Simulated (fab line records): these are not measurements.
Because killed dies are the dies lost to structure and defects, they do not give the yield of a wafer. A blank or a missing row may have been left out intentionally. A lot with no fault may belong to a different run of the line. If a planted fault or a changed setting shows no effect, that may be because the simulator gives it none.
The tool behind it: which one?	flow sky130	at 1 step of a route of 708, 12 lots with 36 wafers sampled

## WHAT THE GAUGES READ, wafer by wafer
SKY_POLY_GATE_CD_MEAS_13 targets a cd of 150 nm.
lot	measured	on	cdNm (nm)
L075	day 16 16:29	cdSem-02	152.9 152.2 153.3
L077	day 17 11:02	cdSem-01	150.3 149.6 151.1
L079	day 18 17:47	cdSem-01	152.4 152.1 150.9
L081	day 19 10:44	cdSem-02	152.5 152.8 150.7
L083	day 19 15:27	cdSem-01	147.6 147.6 147.4
L085	day 20 07:50	cdSem-01	151.0 152.5 153.2
L087	day 20 23:16	cdSem-02	151.0 151.4 150.7
L089	day 21 17:36	cdSem-01	148.5 147.1 147.4
L091	day 23 14:54	cdSem-01	148.3 148.0 150.7
L093	day 23 15:35	cdSem-02	151.9 150.2 151.7
L095	day 24 00:01	cdSem-01	149.6 149.9 149.2
L097	day 24 14:38	cdSem-02	149.4 148.5 149.2

## EACH LOT AND THE TOOL THAT RAN IT (in order: tool; ch and the chambers of the sampled wafers; start)
The record shows no process step preceding these readings.

## THE ANSWER, worked out from the rows above alone
Rule: the usual values come from the lots themselves. Put in order of their means at a reading, lots are off if they are a third of the lots or fewer, leave a main group of 4 or more, and stand apart from it by a gap of 3 or more times the standard deviation of the main group's means; of several such gaps the widest counts. A main group is skipped when, at the precision printed for the reading in the tables above, its means are all equal. A lot without any number at a reading at which 4 lots or more have one is off too. Any other lot the step has rows for is counted as sound.
None of the lots is off at any reading shown; this tells nothing.

## WHAT WAS PUT IN BY THE SIMULATOR
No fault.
